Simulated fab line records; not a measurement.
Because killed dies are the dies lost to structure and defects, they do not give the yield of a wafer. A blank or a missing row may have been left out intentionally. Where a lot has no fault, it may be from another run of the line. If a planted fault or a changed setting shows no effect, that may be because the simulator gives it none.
fab line records	flow sky130
[record] lots = 7	wafers = 21	last-day = 50
route steps=708 shown METAL1@446 VIA1@458 PAD_OPEN@708
lots that met no fault: from a run of the same line without faults
start-h: hours from the record's opening day to when the first of the lot's shown wafers began	wait-h: time in hours since the lot's previous step	" the same as in the row above	L1.1+2: a single row standing in for several wafers	- no value, or no start was given	* or withheld: withheld	< > ~ a bound
route shown NAME@n: a module of which the file shows steps, and the number in the route of the first	usual: average and standard deviation across the fault-free wafers	same: alike in all rows	chamber/n: place in a boat	sites: the reading at each site	_std_site: how widely they spread, as a standard deviation	_edge_site: mean of outer sites minus mean of inner sites	radius-mm: for every site, how far away it sits from the centre of the wafer	mask NAME#n: copy n	behind: the last tool/chamber to shape the wafer	hold: the reason the lot was held/the length of the hold in hours/how it ended	device: the transistor (n, p or np) that didn't switch	end of line: the tests these same wafers got at the end of their route	step lacking rows: just its recipe	killed: not the wafer's yield, but the dies lost to structure and defects at the first sort	map: the dies of a wafer, with x for killed, . for not killed, _ for no die there
set.NAME: the setting as run; set.NAME@STEP: as run at that earlier step	model.NAME: the simulator's own value behind a step, which no gauge read
a table for each step, a row for each wafer; lots at some steps of the route
services: a tool's chamber out of use, with start hour (start-h, from the record's first day; less than 0 if before it), hours out, and reason
[[steps]]
[step SKY_METAL1_EXPOSE_12]
[recipe] mask-id = MM1	na = 0.8	source-shape = annular	sigma-inner = 0.55	sigma-outer = 0.85	target-cd-nm = 140	dose-mj = 28
[step SKY_METAL1_PEB_13]
[recipe] peb-temp-c = withheld	peb-time-s = withheld	resist = KrF-thick
[step SKY_METAL1_DEVELOP_14]
[recipe] develop-time-s = 60	resist = KrF-thick	dev-temp-c = 21
[step SKY_METAL1_CD_MEAS_15]
[recipe] target-cd-nm = 140
[usual] cd-nm = 139.8/1.5
lot.wafer	tool	chamber	start-h	wait-h	cd-nm
L807.1	cd-sem-02	-	795.03	-	139.2
L807.3	"	-	"	"	139.9
L807.6	"	-	"	"	139.0
L808.3	cd-sem-02	-	800.12	-	138.8
L808.4	"	-	"	"	139.8
L808.5	"	-	"	"	139.3
L813.1	cd-sem-01	-	824.68	-	142.3
L813.2	"	-	"	"	142.9
L813.5	"	-	"	"	141.6
L817.1	cd-sem-01	-	859.58	-	138.0
L817.3	"	-	"	"	138.5
L817.6	"	-	"	"	138.5
L818.1	cd-sem-02	-	862.62	-	140.3
L818.4	"	-	"	"	138.8
L818.5	"	-	"	"	138.8
L824.1	cd-sem-02	-	908.78	-	138.5
L824.3	"	-	"	"	136.9
L824.4	"	-	"	"	138.4
L828.1	cd-sem-02	-	931.48	-	140.3
L828.3	"	-	"	"	139.4
L828.6	"	-	"	"	140.7
[step SKY_METAL1_OVL_MEAS_16]
[usual] METAL1_OVL = 0/5.8
lot.wafer	tool	chamber	start-h	wait-h	METAL1_OVL[nm]
L807.1	overlay-02	-	795.15	0.1	-1
L807.3	"	-	"	"	-1
L807.6	"	-	"	"	3
L808.3	overlay-02	-	800.21	0.1	10
L808.4	"	-	"	"	-4
L808.5	"	-	"	"	3
L813.1	overlay-02	-	824.80	0.1	-7
L813.2	"	-	"	"	6
L813.5	"	-	"	"	-5
L817.1	overlay-01	-	859.70	0.1	15
L817.3	"	-	"	"	5
L817.6	"	-	"	"	2
L818.1	overlay-01	-	862.74	0.1	1
L818.4	"	-	"	"	-4
L818.5	"	-	"	"	-1
L824.1	overlay-01	-	908.90	0.1	-6
L824.3	"	-	"	"	3
L824.4	"	-	"	"	-3
L828.1	overlay-01	-	931.60	0.1	-10
L828.3	"	-	"	"	0
L828.6	"	-	"	"	0
[step SKY_METAL1_DESCUM_17]
[recipe] chemistry = O2	source-power-w = 150	bias-power-w = 0	pressure-mtorr = 10	temp-c = 40	time-s = 8
[usual] drypump-motor-current-A = 5.7/0.5	oes-product-au = 1.000/0.0076
lot.wafer	tool	chamber	start-h	wait-h	drypump-motor-current-A	oes-product-au	rf-hours-counter-h
L807.1	rie-metal-03	1	795.19	0.0	4.9	1.005	15
L807.3	"	1	"	"	4.9	0.998	-
L807.6	"	1	"	"	4.9	1.016	-
L808.3	rie-metal-01	0	800.24	0.0	5.6	1.007	-
L808.4	"	1	"	"	6.3	0.992	-
L808.5	"	0	"	"	5.6	1.006	-
L813.1	rie-metal-04	1	824.84	0.0	5.7	1.001	1
L813.2	"	0	"	"	6.2	1.007	7
L813.5	"	0	"	"	6.1	0.987	-
L817.1	rie-metal-03	1	859.74	0.0	4.9	1.002	19
L817.3	"	1	"	"	4.9	0.999	-
L817.6	"	1	"	"	4.9	1.006	-
L818.1	rie-metal-01	1	862.77	0.0	6.3	0.991	13
L818.4	"	1	"	"	6.4	0.993	-
L818.5	"	0	"	"	5.6	1.003	-
L824.1	rie-metal-01	1	908.94	0.0	6.4	0.992	15
L824.3	"	1	"	"	6.3	0.997	-
L824.4	"	1	"	"	6.4	0.998	-
L828.1	rie-metal-01	1	931.64	0.0	6.4	0.993	17
L828.3	"	0	"	"	5.6	0.993	-
L828.6	"	0	"	"	5.6	0.993	-
[step SKY_METAL1_ETCH_18]
[recipe] chemistry = N2/H2	target = BARC	ion-energy-ev = 200	bias-w = 100	pressure-mtorr = 30	n2-flow-sccm = 100	h2-flow-sccm = 200	icp-w = 500	stop-on = SiO2	time-s = 45.9	target-depth-a = 600
[usual] drypump-motor-current-A = 5.7/0.5	oes-product-au = 0.855/0.0051	throttle-valve-pct = 13.225/0.0091
lot.wafer	tool	chamber	start-h	wait-h	drypump-motor-current-A	oes-product-au	rf-hours-counter-h	throttle-valve-pct
L807.1	rie-metal-03	1	795.22	0.0	4.9	0.838	15	13.230
L807.3	"	1	"	"	4.9	0.843	-	13.226
L807.6	"	1	"	"	4.9	0.863	-	13.218
L808.3	rie-metal-01	0	800.29	0.0	5.6	0.855	-	13.220
L808.4	"	1	"	"	6.3	0.851	-	13.211
L808.5	"	0	"	"	5.6	0.853	-	13.220
L813.1	rie-metal-04	1	824.87	0.0	5.7	0.857	1	13.233
L813.2	"	0	"	"	6.2	0.850	7	13.243
L813.5	"	0	"	"	6.2	0.855	-	13.237
L817.1	rie-metal-03	1	859.80	0.1	4.9	0.855	19	13.227
L817.3	"	1	"	"	4.9	0.853	-	13.227
L817.6	"	1	"	"	4.9	0.862	-	13.222
L818.1	rie-metal-01	1	862.80	0.0	6.3	0.855	13	13.225
L818.4	"	1	"	"	6.4	0.853	-	13.221
L818.5	"	0	"	"	5.6	0.846	-	13.215
L824.1	rie-metal-01	1	909.00	0.1	6.4	0.857	15	13.219
L824.3	"	1	"	"	6.4	0.858	-	13.216
L824.4	"	1	"	"	6.3	0.853	-	13.201
L828.1	rie-metal-01	1	931.67	0.0	6.4	0.849	17	13.216
L828.3	"	0	"	"	5.6	0.850	-	13.234
L828.6	"	0	"	"	5.6	0.849	-	13.217
[step SKY_METAL1_METAL_ETCH_19]
[recipe] target-depth-a = 3600	stop-on = SiO2	over-etch-frac = 0.3	time-s = 78	chemistry = Cl2/BCl3	resist-sidewall-deg = 88	pressure-mtorr = 10	icp-w = 900	bias-w = 50.41	Cl2_flow_sccm = 60	bcl3-flow-sccm = 30
[usual] drypump-motor-current-A = 5.7/0.5	oes-product-au = 0.853/0.0063	throttle-valve-pct = 22.264/0.0092
lot.wafer	tool	chamber	start-h	wait-h	drypump-motor-current-A	oes-product-au	rf-hours-counter-h	throttle-valve-pct
L807.1	rie-metal-03	1	795.28	0.0	4.9	0.842	15	22.262
L807.3	"	1	"	"	4.9	0.843	-	22.257
L807.6	"	1	"	"	4.9	0.852	-	22.260
L808.3	rie-metal-01	0	800.36	0.1	5.6	0.852	-	22.256
L808.4	"	1	"	"	6.4	0.847	-	22.260
L808.5	"	0	"	"	5.6	0.848	-	22.265
L813.1	rie-metal-04	1	824.93	0.0	5.7	0.853	1	22.263
L813.2	"	0	"	"	6.2	0.854	7	22.265
L813.5	"	0	"	"	6.2	0.849	-	22.265
L817.1	rie-metal-03	1	859.93	0.1	4.9	0.849	19	22.255
L817.3	"	1	"	"	4.9	0.842	-	22.261
L817.6	"	1	"	"	4.9	0.846	-	22.256
L818.1	rie-metal-01	1	862.87	0.0	6.3	0.855	13	22.277
L818.4	"	1	"	"	6.3	0.855	-	22.265
L818.5	"	0	"	"	5.6	0.856	-	22.261
L824.1	rie-metal-01	1	909.13	0.1	6.3	0.849	15	22.270
L824.3	"	1	"	"	6.3	0.853	-	22.249
L824.4	"	1	"	"	6.3	0.859	-	22.293
L828.1	rie-metal-01	1	931.74	0.0	6.4	0.852	17	22.265
L828.3	"	0	"	"	5.6	0.848	-	22.272
L828.6	"	0	"	"	5.6	0.851	-	22.263
[step SKY_METAL1_STRIP_20]
[recipe] chemistry = O2/N2	power-w = 1400	pressure-mtorr = 1500	platen-temp-c = withheld	o2-flow-sccm = 3000	n2-flow-sccm = 300	overash-fraction = 0.5
[usual] drypump-motor-current-A = 5.6/0.56	oes-product-au = 0.341/0.005	strip-time-to-endpoint-s = 2.65/0.035
lot.wafer	tool	chamber	start-h	wait-h	drypump-motor-current-A	oes-product-au	rf-hours-counter-h	strip-time-to-endpoint-s
L807.1	plasma-asher-03	0	795.37	0.1	6.2	0.339	70	2.59
L807.3	"	0	"	"	6.2	0.340	-	2.60
L807.6	"	1	"	"	5.3	0.338	-	2.58
L808.3	plasma-asher-02	1	800.45	0.1	4.7	0.347	-	2.63
L808.4	"	0	"	"	5.5	0.339	-	2.70
L808.5	"	1	"	"	4.7	0.338	-	2.68
L813.1	plasma-asher-03	0	825.02	0.1	6.2	0.340	73	2.66
L813.2	"	1	"	"	5.3	0.336	73	2.62
L813.5	"	0	"	"	6.2	0.338	-	2.62
L817.1	plasma-asher-01	1	860.11	0.1	6.1	0.343	7	2.60
L817.3	"	1	"	"	6.1	0.340	-	2.63
L817.6	"	0	"	"	6.3	0.344	-	2.64
L818.1	plasma-asher-03	1	862.96	0.1	5.3	0.341	77	2.68
L818.4	"	0	"	"	6.2	0.346	-	2.68
L818.5	"	1	"	"	5.3	0.334	-	2.63
L824.1	plasma-asher-03	0	909.31	0.1	6.2	0.346	81	2.68
L824.3	"	0	"	"	6.2	0.342	-	2.62
L824.4	"	1	"	"	5.4	0.351	-	2.63
L828.1	plasma-asher-03	1	931.83	0.1	5.3	0.336	83	2.68
L828.3	"	1	"	"	5.3	0.343	-	2.64
L828.6	"	0	"	"	6.2	0.341	-	2.66
[step SKY_METAL1_STRIP_21]
[recipe] chemistry = post-etch-residue-remover	time-s = 1200	temp-c = 72.5
[step SKY_METAL1_CLEAN_22]
[recipe] chemistry = IPA	time-s = 180	temp-c = 25
[step SKY_METAL1_CLEAN_23]
[recipe] chemistry = O3/DIW	dry = n2-spin
[step SKY_VIA1_HDPCVD_00]
[recipe] material = SiO2	target-thk-nm = 1030	sigma-open-frac = 0.3	time-s = 171.7	temp-c = 400	sih4-flow-sccm = 60	pressure-mtorr = 6
[usual] sih4-flow-sccm = 60.02/0.17
lot.wafer	tool	chamber	start-h	wait-h	sih4-flow-sccm	model.SiO2_of_VIA1_HDPCVD_00.thk-nm
L807.1	hdpcvd-02	2	796.06	0.0	60.17	1032
L807.3	"	0	"	"	59.85	1035
L807.6	"	1	"	"	59.84	1042
L808.3	hdpcvd-01	0	801.37	0.0	59.97	1033
L808.4	"	0	"	"	60.06	1037
L808.5	"	1	"	"	60.15	1026
L813.1	hdpcvd-02	0	825.66	0.0	47.65	825.2
L813.2	"	2	"	"	48.02	828.1
L813.5	"	0	"	"	47.95	837.6
L817.1	hdpcvd-02	1	860.71	0.0	48.06	846.1
L817.3	"	0	"	"	48.13	840.9
L817.6	"	0	"	"	48.10	840.4
L818.1	hdpcvd-02	2	863.56	0.0	47.89	831.5
L818.4	"	2	"	"	48.06	839.9
L818.5	"	1	"	"	47.85	836.5
L824.1	hdpcvd-01	2	909.95	0.0	59.87	1029
L824.3	"	0	"	"	59.97	1034
L824.4	"	1	"	"	59.80	1033
L828.1	hdpcvd-01	0	932.76	0.0	60.00	1035
L828.3	"	1	"	"	59.90	1040
L828.6	"	1	"	"	60.24	1031
[step SKY_VIA1_THK_MEAS_01]
[recipe] reads = SiO2_of_VIA1_HDPCVD_00
[usual] VIA1_HDPCVD_THK = 1037/9.6
lot.wafer	tool	chamber	start-h	wait-h	VIA1_HDPCVD_THK[nm]
L807.1	film-metro-04	-	796.18	0.1	1033
L807.3	"	-	"	"	1035
L807.6	"	-	"	"	1042
L808.3	film-metro-02	-	801.50	0.1	1033
L808.4	"	-	"	"	1036
L808.5	"	-	"	"	1026
L813.1	film-metro-03	-	825.77	0.1	825
L813.2	"	-	"	"	828
L813.5	"	-	"	"	838
L817.1	film-metro-04	-	860.86	0.1	845
L817.3	"	-	"	"	841
L817.6	"	-	"	"	839
L818.1	film-metro-03	-	863.67	0.1	832
L818.4	"	-	"	"	840
L818.5	"	-	"	"	837
L824.1	film-metro-02	-	910.06	0.1	1028
L824.3	"	-	"	"	1033
L824.4	"	-	"	"	1034
L828.1	film-metro-02	-	932.87	0.1	1036
L828.3	"	-	"	"	1041
L828.6	"	-	"	"	1030
[step SKY_VIA1_CMP_02]
[recipe] material = SiO2	down-force-psi = 4	platen-rpm = 60	pad-velocity-m-s = 0.94248
[usual] motor-current-A = 12.4/0.89	retaining-ring-pressure-frac = 1.000/0.0052
lot.wafer	tool	chamber	start-h	wait-h	motor-current-A	retaining-ring-pressure-frac
L807.1	cmp-01	1	796.24	0.1	11.0	1.015
L807.3	"	0	"	"	12.4	0.996
L807.6	"	1	"	"	11.9	1.006
L808.4	cmp-02	2	801.54	0.0	13.9	0.999
L808.3	"	0	"	"	11.1	0.996
L808.5	"	3	"	"	13.8	0.995
L813.1	cmp-02	3	825.83	0.1	13.1	1.007
L813.2	"	1	"	"	12.0	0.999
L813.5	"	3	"	"	13.7	1.002
L817.3	cmp-01	3	860.92	0.0	12.4	0.995
L817.1	"	0	"	"	12.1	1.000
L817.6	"	3	"	"	12.2	0.988
L818.4	cmp-02	1	863.73	0.0	11.8	1.005
L818.1	"	2	"	"	13.2	1.003
L818.5	"	1	"	"	11.7	1.001
L824.1	cmp-01	1	910.17	0.1	12.2	1.002
L824.3	"	2	"	"	12.6	0.995
L824.4	"	3	"	"	12.5	0.990
L828.3	cmp-02	1	933.03	0.1	11.9	1.008
L828.1	"	2	"	"	12.8	1.006
L828.6	"	3	"	"	13.8	0.994
[step SKY_PAD_OPEN_PROBE_99]
[usual] killed_at_M0_to_M3 = 42/7.2	killed_at_M4_up = 3.2/1.8	killed-at-contacts = 24/5.4	killed-at-front-end = 15/4	killed-at-other = 0.3/0.59	killed-dies = 84/9	killed-open = 46/7.1	killed-short = 38/6
[same] gross-dies = 492	killed-at-back-side = 0
lot.wafer	tool	chamber	start-h	wait-h	killed_at_M0_to_M3	killed_at_M4_up	killed-at-contacts	killed-at-front-end	killed-at-other	killed-dies	killed-open	killed-short	model.etest.tip-n.rs-ohm-sq	model.etest.nfet_01v8_swapped.vt-sat-v	model.etest.nfet_01v8_turned.vt-sat-v
L807.1	prober-01	-	1109.30	0.1	34	5	23	12	0	74	36	38	442.2	0.6388	0.6438
L807.3	prober-01	-	1109.40	0.2	26	4	21	8	0	59	30	29	445.3	0.6528	0.6558
L807.6	prober-01	-	1109.55	0.2	35	5	20	17	0	77	37	40	443.8	0.6391	0.6365
L808.3	prober-02	-	1110.04	0.2	48	4	30	20	0	102	54	47	447.9	0.6518	0.6481
L808.4	prober-02	-	1110.09	0.2	39	5	21	16	1	82	43	38	448.6	0.6558	0.6542
L808.5	prober-02	-	1110.14	0.2	40	1	19	19	0	79	42	37	444.7	0.6415	0.6423
L813.1	prober-02	-	1127.06	0.1	41	6	15	13	0	75	40	35	387.4	0.6237	0.6238
L813.2	prober-02	-	1127.11	0.1	31	7	19	17	0	74	34	40	391.7	0.6268	0.6274
L813.5	prober-02	-	1127.26	0.2	39	2	24	16	1	82	46	36	389.7	0.6336	0.637
L817.1	prober-02	-	1154.62	0.1	33	1	24	17	1	76	48	27	439.6	0.6587	0.656
L817.3	prober-02	-	1154.72	0.2	39	2	22	16	0	79	41	36	438.8	0.6679	0.6645
L817.6	prober-02	-	1154.87	0.2	40	1	27	24	0	92	52	39	438.1	0.6617	0.6632
L818.1	prober-02	-	1156.12	0.1	44	4	26	10	1	85	51	34	389.2	0.6453	0.6455
L818.4	prober-02	-	1156.27	0.2	37	4	19	20	0	80	43	37	387.9	0.6508	0.652
L818.5	prober-02	-	1156.32	0.2	43	5	24	15	1	88	50	38	389.2	0.6492	0.6521
L824.1	prober-01	-	1180.40	0.1	44	2	26	16	0	88	47	41	441.6	0.6508	0.646
L824.3	prober-01	-	1180.50	0.2	34	1	22	16	0	73	42	31	438.7	0.6431	0.6377
L824.4	prober-01	-	1180.55	0.2	37	2	21	19	0	79	41	38	442.7	0.6419	0.6487
L828.1	prober-01	-	1197.27	0.1	44	5	17	17	0	83	44	39	445.5	0.6447	0.6453
L828.3	prober-01	-	1197.37	0.2	42	2	38	18	0	100	49	50	445.6	0.6378	0.643
L828.6	prober-01	-	1197.52	0.2	43	3	33	15	0	94	52	42	447.9	0.6457	0.6377
// killed by level:class
L807.1 LOCAL_INTERCONNECT:geometric-particle:short=9 CONTACT:geometric-particle:open=8 VIA1:geometric-particle:short=7 VIA1:geometric-particle:open=7 FIELD_ISO:geometric-particle:short=5 VIA2:geometric-particle:open=5 VIA3:geometric-particle:open=4 FIELD_ISO:geometric-particle:open=3
L807.3 CONTACT:geometric-particle:open=8 LOCAL_INTERCONNECT:geometric-particle:short=5 VIA1:geometric-particle:short=5 LI_CONTACT:geometric-particle:open=4 CONTACT:geometric-particle:short=4 VIA1:geometric-particle:open=4 METAL1:geometric-particle:short=3 VIA2:geometric-particle:open=3
L807.6 CONTACT:geometric-particle:open=6 LI_CONTACT:geometric-particle:open=5 LOCAL_INTERCONNECT:geometric-particle:short=5 METAL1:geometric-particle:short=5 VIA1:geometric-particle:open=5 VIA1:geometric-particle:short=5 POLY_GATE:geometric-particle:short=4 VIA3:geometric-particle:open=4
L808.3 LI_CONTACT:geometric-particle:open=9 VIA3:geometric-particle:open=9 METAL2:geometric-particle:short=8 LOCAL_INTERCONNECT:geometric-particle:short=7 CONTACT:geometric-particle:open=7 VIA1:geometric-particle:short=7 VIA1:geometric-particle:open=7 FIELD_ISO:geometric-particle:open=6
L808.4 LI_CONTACT:geometric-particle:open=9 METAL3:geometric-particle:short=6 VIA3:geometric-particle:open=6 VIA1:geometric-particle:short=5 VIA2:geometric-particle:open=5 FIELD_ISO:geometric-particle:open=4 POLY_GATE:geometric-particle:short=4 VIA1:geometric-particle:open=4
L808.5 VIA1:geometric-particle:open=8 CONTACT:geometric-particle:open=8 FIELD_ISO:geometric-particle:open=6 METAL1:geometric-particle:short=6 VIA2:geometric-particle:open=6 POLY_GATE:geometric-particle:open=5 METAL2:geometric-particle:short=5 LOCAL_INTERCONNECT:geometric-particle:short=4
L813.1 VIA3:geometric-particle:open=9 LI_CONTACT:geometric-particle:open=7 METAL2:geometric-particle:short=7 VIA2:geometric-particle:open=6 METAL4:geometric-particle:short=6 VIA1:geometric-particle:short=5 VIA1:geometric-particle:open=5 FIELD_ISO:geometric-particle:open=4
L813.2 FIELD_ISO:geometric-particle:short=6 VIA1:geometric-particle:open=6 CONTACT:geometric-particle:open=6 METAL4:geometric-particle:short=6 FIELD_ISO:geometric-particle:open=5 LI_CONTACT:geometric-particle:open=5 CONTACT:geometric-particle:short=5 VIA1:geometric-particle:short=5
L813.5 VIA1:geometric-particle:open=10 CONTACT:geometric-particle:open=7 LI_CONTACT:geometric-particle:open=6 FIELD_ISO:geometric-particle:open=5 METAL2:geometric-particle:short=5 POLY_GATE:geometric-particle:open=5 VIA2:geometric-particle:open=5 VIA3:geometric-particle:open=5
L817.1 LI_CONTACT:geometric-particle:open=9 CONTACT:geometric-particle:open=8 VIA3:geometric-particle:open=7 VIA2:geometric-particle:open=6 POLY_GATE:geometric-particle:open=5 FIELD_ISO:geometric-particle:open=4 VIA1:geometric-particle:open=4 METAL2:geometric-particle:short=4
L817.3 VIA1:geometric-particle:open=13 LOCAL_INTERCONNECT:geometric-particle:short=9 VIA1:geometric-particle:short=5 LI_CONTACT:geometric-particle:open=4 CONTACT:geometric-particle:open=4 VIA2:geometric-particle:open=4 POLY_GATE:geometric-particle:open=3 POLY_GATE:geometric-particle:short=3
L817.6 VIA1:geometric-particle:open=12 LI_CONTACT:geometric-particle:open=9 CONTACT:geometric-particle:open=7 FIELD_ISO:geometric-particle:open=6 POLY_GATE:geometric-particle:short=6 VIA3:geometric-particle:open=6 METAL1:geometric-particle:short=5 POLY_GATE:geometric-particle:open=4
L818.1 VIA1:geometric-particle:open=11 LI_CONTACT:geometric-particle:open=8 CONTACT:geometric-particle:open=8 VIA3:geometric-particle:open=8 VIA2:geometric-particle:open=7 METAL1:geometric-particle:short=5 VIA1:geometric-particle:short=5 LI_CONTACT:geometric-particle:short=4
L818.4 VIA1:geometric-particle:open=10 FIELD_ISO:geometric-particle:short=7 LI_CONTACT:geometric-particle:open=7 METAL1:geometric-particle:short=6 CONTACT:geometric-particle:open=5 METAL2:geometric-particle:short=5 CONTACT:geometric-particle:short=4 VIA1:geometric-particle:short=4
L818.5 VIA1:geometric-particle:open=16 CONTACT:geometric-particle:open=8 FIELD_ISO:geometric-particle:open=6 METAL2:geometric-particle:short=6 CONTACT:geometric-particle:short=5 VIA2:geometric-particle:short=5 VIA3:geometric-particle:open=5 FIELD_ISO:geometric-particle:short=4
L824.1 VIA1:geometric-particle:open=10 FIELD_ISO:geometric-particle:short=8 LI_CONTACT:geometric-particle:open=8 CONTACT:geometric-particle:open=8 METAL1:geometric-particle:short=6 VIA2:geometric-particle:open=6 LOCAL_INTERCONNECT:geometric-particle:short=5 VIA3:geometric-particle:open=5
L824.3 VIA1:geometric-particle:open=9 CONTACT:geometric-particle:open=8 LI_CONTACT:geometric-particle:open=6 POLY_GATE:geometric-particle:short=5 VIA3:geometric-particle:open=5 POLY_GATE:geometric-particle:open=4 LOCAL_INTERCONNECT:geometric-particle:short=4 METAL1:geometric-particle:short=4
L824.4 METAL1:geometric-particle:short=10 VIA1:geometric-particle:open=7 VIA2:geometric-particle:open=6 FIELD_ISO:geometric-particle:short=5 LI_CONTACT:geometric-particle:open=5 LOCAL_INTERCONNECT:geometric-particle:short=5 CONTACT:geometric-particle:open=5 POLY_GATE:geometric-particle:open=4
L828.1 VIA1:geometric-particle:open=10 VIA3:geometric-particle:open=9 METAL2:geometric-particle:short=7 FIELD_ISO:geometric-particle:open=6 CONTACT:geometric-particle:short=6 FIELD_ISO:geometric-particle:short=5 VIA2:geometric-particle:open=5 LI_CONTACT:geometric-particle:open=5
L828.3 CONTACT:geometric-particle:open=15 VIA1:geometric-particle:open=9 VIA1:geometric-particle:short=7 LI_CONTACT:geometric-particle:short=7 LI_CONTACT:geometric-particle:open=7 METAL2:geometric-particle:short=6 LOCAL_INTERCONNECT:geometric-particle:short=6 VIA2:geometric-particle:open=6
L828.6 LI_CONTACT:geometric-particle:open=10 CONTACT:geometric-particle:open=9 METAL2:geometric-particle:short=8 FIELD_ISO:geometric-particle:open=6 LOCAL_INTERCONNECT:geometric-particle:short=6 VIA1:geometric-particle:open=6 VIA3:geometric-particle:open=6 VIA2:geometric-particle:open=5
[[services]]
tool	chamber	start-h	hours	kind
plasma-asher-01	-	771.67	46.2	repair
rie-metal-01	0	772.95	2.7	repair
cmp-02	-	782.34	1.4	repair
cmp-01	-	783.59	2.2	repair
cmp-01	-	785.07	1.1	repair
plasma-asher-01	-	785.17	2.0	repair
rie-metal-01	1	812.80	4.0	repair
rie-metal-03	0	815.69	27.9	repair
hdpcvd-02	-	826.31	1.4	repair
rie-metal-01	-	841.49	2.8	pm
rie-metal-03	0	843.57	-	clean
rie-metal-03	0	843.57	18.4	scheduled-down
rie-metal-03	0	843.57	18.4	vent-cycle
rie-metal-03	-	845.88	2.8	pm
cmp-01	-	853.73	3.5	repair
plasma-asher-03	-	859.73	2.8	pm
cmp-01	-	866.12	0.4	repair
cmp-02	-	875.91	3.8	pm
hdpcvd-01	0	883.12	1.8	repair
rie-metal-01	0	900.14	-	clean
rie-metal-01	0	900.14	20.8	scheduled-down
rie-metal-01	0	900.14	20.8	vent-cycle
cmp-01	-	912.00	4.0	pm
rie-metal-04	-	912.26	0.7	repair
[[key]]
[first-sign] step = SKY_VIA1_HDPCVD_00	reading = sih4-flow-sccm	direction = down	sigmas = 70	usual = 60.02	struck = 47.97
[effect] step = SKY_VIA1_THK_MEAS_01	reading = VIA1_HDPCVD_THK	direction = down	sigmas = 21	usual = 1037	struck = 836
[model-effect] step = SKY_VIA1_HDPCVD_00	value = SiO2_of_VIA1_HDPCVD_00.thk-nm	without = 1042	struck = 836.3
[model-effect] step = SKY_PAD_OPEN_PROBE_99	value = etest.tip-n.rs-ohm-sq	without = 442.1	struck = 405.7
met-at SKY_VIA1_HDPCVD_00
struck-wafers L813.1,L813.2,L813.5,L817.1,L817.3,L817.6,L818.1,L818.4,L818.5
tester-left-out L813,L818
onset-between 796.06 825.66
[earlier-fault] kind = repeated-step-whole	tool = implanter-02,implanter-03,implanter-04	chamber = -	onset-h = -	steps = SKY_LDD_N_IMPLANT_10	times = 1	scope = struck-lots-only
[fault] kind = process-parameter-drift	tool = hdpcvd-02	chamber = -	onset-h = 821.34	steps = SKY_VIA1_HDPCVD_00	channel = sih4-flow-sccm	offset = -12	shape = step	acts-in = these-recipes-only	stated = 60
// tester-left-out: of these lots the tester's yield and bins aren't shown, on N5 and GAA mostly nor the transistor test; their killed dies are dies lost to structure and defects alone, not to doping, threshold or leakage, so they don't give the yield
